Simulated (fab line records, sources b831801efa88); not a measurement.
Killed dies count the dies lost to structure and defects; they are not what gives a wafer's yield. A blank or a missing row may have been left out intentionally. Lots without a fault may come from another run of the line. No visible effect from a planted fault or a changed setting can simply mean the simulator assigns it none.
One fault through the eyes of 2 desks	flow sky130	every desk sees just its own numbers, and what lay behind them comes last

DESK OF THE TOOL OWNER: pvdSputter-04
The tool's own readings at SKY_METAL4_SPUTTER_02 (material AlCu, target thk 735 nm, time 39.1 s): means of the sampled wafers that have a number, for each lot that ran on this tool. If a lot's mean is further than 4 standard deviations from the usual mean, the lot is out of limits and carries the mark OUT (the distance appears in the brackets).
Columns: A = throttleValvePct at SKY_METAL4_SPUTTER_02, usual 30.8 %
lot	first seen here	A
L632	day 41 03:51	30.9
L634	day 41 22:36	30.3
L635	day 42 07:59	31.0
L641	day 43 18:36	31.6
L642	day 44 23:52	30.8
L646	day 45 06:00	31.8
L647	day 45 06:28	31.7
Finding of this desk: none of the 7 lots has anything out of limits.

AT THE METROLOGY DESK
Lot by lot, what the gauges showed, no matter which tool ran the lot: averages of those sampled wafers that carry a number. If a lot's mean is further than 4 standard deviations from the usual mean, the lot is out of limits and carries the mark OUT (the distance appears in the brackets).
Columns: A = CAP2M_CVD_00_THK at SKY_CAP2M_THK_MEAS_01, usual 15.54 nm; B = cdNm at SKY_METAL4_CD_MEAS_13, usual 300.2 nm
lot	first seen here	A	B
L629	day 39 23:44	15.18	299.3
L632	day 41 03:59	15.58	301.3
L634	day 41 22:44	15.47	299.6
L635	day 42 08:07	15.67	302.9
L640	day 43 17:26	15.47	298.2
L641	day 43 18:44	15.46	299.5
L642	day 45 00:00	15.51	299.1
L644	day 45 00:04	15.61	298.7
L646	day 45 06:07	15.30	301.2
L647	day 45 06:35	15.59	299.2
L649	day 45 13:59	15.38	299.5
Finding of this desk: none of the 11 lots has anything out of limits.

BROUGHT TOGETHER
Nothing out of limits was seen by the tool owner's desk.
At the metrology desk, nothing out of limits was observed.

WHAT HAD BEEN PUT IN BY THE SIMULATOR
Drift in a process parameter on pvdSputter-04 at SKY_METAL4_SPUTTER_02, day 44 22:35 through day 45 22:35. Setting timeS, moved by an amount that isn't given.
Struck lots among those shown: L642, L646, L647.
